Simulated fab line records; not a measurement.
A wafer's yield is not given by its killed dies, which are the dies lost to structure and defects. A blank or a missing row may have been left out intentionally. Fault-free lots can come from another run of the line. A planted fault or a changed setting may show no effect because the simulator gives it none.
Problem report in the 8D (eight disciplines) form, filled by code | flow sky130 | the parts of the form that need people (team, actions taken, sign-off) are left out

1. PROBLEM STATEMENT
spin speed rpm at SKY_METAL1_COAT_10 reads a mean of 2854.7 rpm on 6 wafers of 2 lots; wafers without a fault read 3000.1 rpm with a standard deviation of 1.9. Measured from the usual mean, that is -77 standard deviations.
The step: resist thk 450 nm.
The first sign was on wafer L679.1 at day 37 08:00, on litho track-03. The record holds 36 wafers of 12 lots with a number at this step. Rule for "out", or "out of limits": more than 4 standard deviations from the usual mean. The rest of the wafers with a number are treated as sound.

2. WHAT IT IS AND WHAT IT IS NOT
question                    | is                     | is not
which readings at this step | spin speed rpm         | -
which lots                  | L678, L679             | L663, L665, L666, L667, L668, L670, L672, L675, L685, L686
which wafers of those lots  | all that have a number | -
read on which tools         | litho track-03         | litho track-01, litho track-02
when                        | from day 37 08:00      | up to then (24 sound wafers); but 6 sound wafers of L685, L686 came after

3. SUSPECTS, AND WHAT RULES EACH OUT
Counting: any tool at a process step up to the reading is kept as a suspect provided that every lot that is out went through it and no sound lot did after the first of them.
- litho track-03 at SKY_METAL1_COAT_10 (resist thk 450 nm): kept. Every lot that is out went through it, starting with L679 (day 37 08:00), and after that it ran no sound lot; the last sound lot it ran before then is L672 (day 35 09:00). Its own spin speed rpm readings are out on those wafers.
Remaining after the count: litho track-03 at SKY_METAL1_COAT_10.

4. THE CAUSE (what the simulator had put in)
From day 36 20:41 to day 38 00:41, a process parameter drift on litho track-03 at SKY_METAL1_COAT_10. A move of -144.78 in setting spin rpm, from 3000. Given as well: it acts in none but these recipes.
The count eliminated every tool but this one.

5. THE EFFECT CHAIN, in route order
Each row: a reading whose mean over the struck wafers that have a number lies more than 3 standard deviations from the usual. Only readings for which the record gives a usual standard deviation are gone through. hours: the time from each lot's start at the first step in this table that gives one to its start at this step, as a median over the lots. sigmas: the change in usual standard deviations.
hours | step               | reading        | usual      | on struck wafers | change | sigmas
0     | SKY_METAL1_COAT_10 | spin speed rpm | 3000.1 rpm | 2854.7           | -145.4 | -77
Its process steps:
- SKY_METAL1_COAT_10: resist thk 450 nm.

6. WHAT WOULD HAVE CAUGHT IT SOONER
First out-of-limits reading in this record: day 37 08:00, which is 11 hours after fault onset at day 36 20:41.
